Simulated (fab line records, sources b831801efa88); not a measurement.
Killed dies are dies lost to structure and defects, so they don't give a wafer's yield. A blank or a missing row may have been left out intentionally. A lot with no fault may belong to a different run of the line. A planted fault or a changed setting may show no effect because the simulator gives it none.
Which tool did it? ; flow gf180mcu ; 11 lots, 33 wafers sampled, at 5 steps of a route of 602

## WHAT THE GAUGES READ, wafer by wafer
GF_V2_RS_MEAS_24: measures by four-point-probe.
lot;measured;on;V2_W_RS (ohm/sq)
L295;day 20 03:58;film metro-04;0.328 0.331 0.332
L298;day 21 10:34;film metro-02;0.329 0.337 0.329
L299;day 21 23:12;film metro-02;0.326 0.326 0.321
L300;day 22 05:59;film metro-02;0.324 0.329 0.325
L302;day 23 05:01;film metro-02;0.328 0.329 0.324
L304;day 23 22:01;film metro-03;0.325 0.326 0.325
L305;day 24 06:17;film metro-04;0.324 0.328 0.325
L312;day 26 08:27;film metro-02;0.337 0.333 0.334
L316;day 27 18:13;film metro-04;0.332 0.328 0.333
L317;day 27 21:01;film metro-04;0.331 0.333 0.327
L318;day 27 23:00;film metro-02;0.331 0.331 0.334

GF_M3_THK_MEAS_06: measures by xrf.
lot;measured;on;M3_ALCU_THK (nm)
L295;day 20 04:47;film metro-02;453 452 455
L298;day 21 11:23;film metro-01;443 445 445
L299;day 22 00:01;film metro-04;451 452 453
L300;day 22 06:47;film metro-04;450 451 453
L302;day 23 06:05;film metro-04;452 454 453
L304;day 23 22:50;film metro-04;451 464 452
L305;day 24 07:05;film metro-02;455 468 451
L312;day 26 09:16;film metro-02;449 449 451
L316;day 27 19:02;film metro-02;455 454 454
L317;day 27 21:49;film metro-01;451 449 450
L318;day 27 23:49;film metro-01;449 449 449

## WHICH TOOL RAN EACH LOT (tool, then ch and the chambers of the sampled wafers, then the start)
lot;GF_V2_SPUTTER_22;GF_M3_SPUTTER_03;GF_M3_SPUTTER_04
L295;pvd sputter-04, day 20 03:43;pvd sputter-02, day 20 04:37;pvd sputter-02, day 20 04:38
L298;pvd sputter-01, day 21 10:24;pvd sputter-03, day 21 11:12;pvd sputter-03, day 21 11:13
L299;pvd sputter-02, day 21 23:01;pvd sputter-04, day 21 23:50;pvd sputter-04, day 21 23:52
L300;pvd sputter-02, day 22 05:49;pvd sputter-04, day 22 06:36;pvd sputter-04, day 22 06:37
L302;pvd sputter-04, day 23 04:49;pvd sputter-04, day 23 05:53;pvd sputter-04, day 23 05:54
L304;pvd sputter-01, day 23 21:51;pvd sputter-04, day 23 22:38;pvd sputter-04, day 23 22:40
L305;pvd sputter-01, day 24 06:07;pvd sputter-04, day 24 06:54;pvd sputter-04, day 24 06:55
L312;pvd sputter-01, day 26 08:18;pvd sputter-02, day 26 09:05;pvd sputter-02, day 26 09:07
L316;pvd sputter-01, day 27 18:01;pvd sputter-03, day 27 18:52;pvd sputter-03, day 27 18:53
L317;pvd sputter-04, day 27 20:50;pvd sputter-04, day 27 21:38;pvd sputter-04, day 27 21:39
L318;pvd sputter-01, day 27 22:51;pvd sputter-03, day 27 23:38;pvd sputter-03, day 27 23:40
- GF_V2_SPUTTER_22: material TiN, target thk 10 nm, time 40 s.
- GF_M3_SPUTTER_03: material Ti, target thk 10 nm, time 6.7 s.
- GF_M3_SPUTTER_04: material TiN, target thk 50 nm, time 41.7 s.

## AS READ BY THE TOOLS THEMSELVES (means over the sampled wafers that have a number; for cases with no such wafer, the mark the record gives instead)
GF_V2_SPUTTER_22.
lot;tool;throttle valve pct (%)
L295;pvd sputter-04;30.2
L298;pvd sputter-01;29.9
L299;pvd sputter-02;29.5
L300;pvd sputter-02;29.6
L302;pvd sputter-04;29.9
L304;pvd sputter-01;30.1
L305;pvd sputter-01;29.9
L312;pvd sputter-01;29.9
L316;pvd sputter-01;29.7
L317;pvd sputter-04;29.9
L318;pvd sputter-01;29.9

GF_M3_SPUTTER_03.
lot;tool;substrate temp c (C);throttle valve pct (%)
L295;pvd sputter-02;299.97;29.9
L298;pvd sputter-03;299.90;31.0
L299;pvd sputter-04;300.04;30.2
L300;pvd sputter-04;300.12;29.3
L302;pvd sputter-04;300.04;29.0
L304;pvd sputter-04;299.98;29.3
L305;pvd sputter-04;299.72;29.3
L312;pvd sputter-02;300.20;30.0
L316;pvd sputter-03;300.07;30.8
L317;pvd sputter-04;300.00;28.9
L318;pvd sputter-03;300.00;31.2

GF_M3_SPUTTER_04.
lot;tool;throttle valve pct (%)
L295;pvd sputter-02;29.9
L298;pvd sputter-03;30.7
L299;pvd sputter-04;30.1
L300;pvd sputter-04;29.4
L302;pvd sputter-04;29.1
L304;pvd sputter-04;29.4
L305;pvd sputter-04;29.2
L312;pvd sputter-02;30.0
L316;pvd sputter-03;30.8
L317;pvd sputter-04;29.0
L318;pvd sputter-03;31.4

## THE ANSWER, worked out from the rows above alone
Rule: usual is defined by the lots themselves. Put in order of their means at a reading, lots are off if they are a third of the lots or fewer, leave a main group of 4 or more, and stand apart from it by a gap of 3 or more times the standard deviation of the main group's means; of several such gaps the widest counts. Not used: any main group whose means are identical at the precision the tables above print for the reading. A lot without any number at a reading at which 4 lots or more have one is off too. All remaining lots with rows at the step are treated as sound. Order of review: gauges by route order, followed by the tools' own readings, for which a lot's mean as printed above is used. The first step at which some lot is off is used, and at that step the reading that is off furthest; a lot without a number counts as furthest.
Nothing can be told from this: no lot is off at any reading shown.

## WHAT WAS PUT IN BY THE SIMULATOR
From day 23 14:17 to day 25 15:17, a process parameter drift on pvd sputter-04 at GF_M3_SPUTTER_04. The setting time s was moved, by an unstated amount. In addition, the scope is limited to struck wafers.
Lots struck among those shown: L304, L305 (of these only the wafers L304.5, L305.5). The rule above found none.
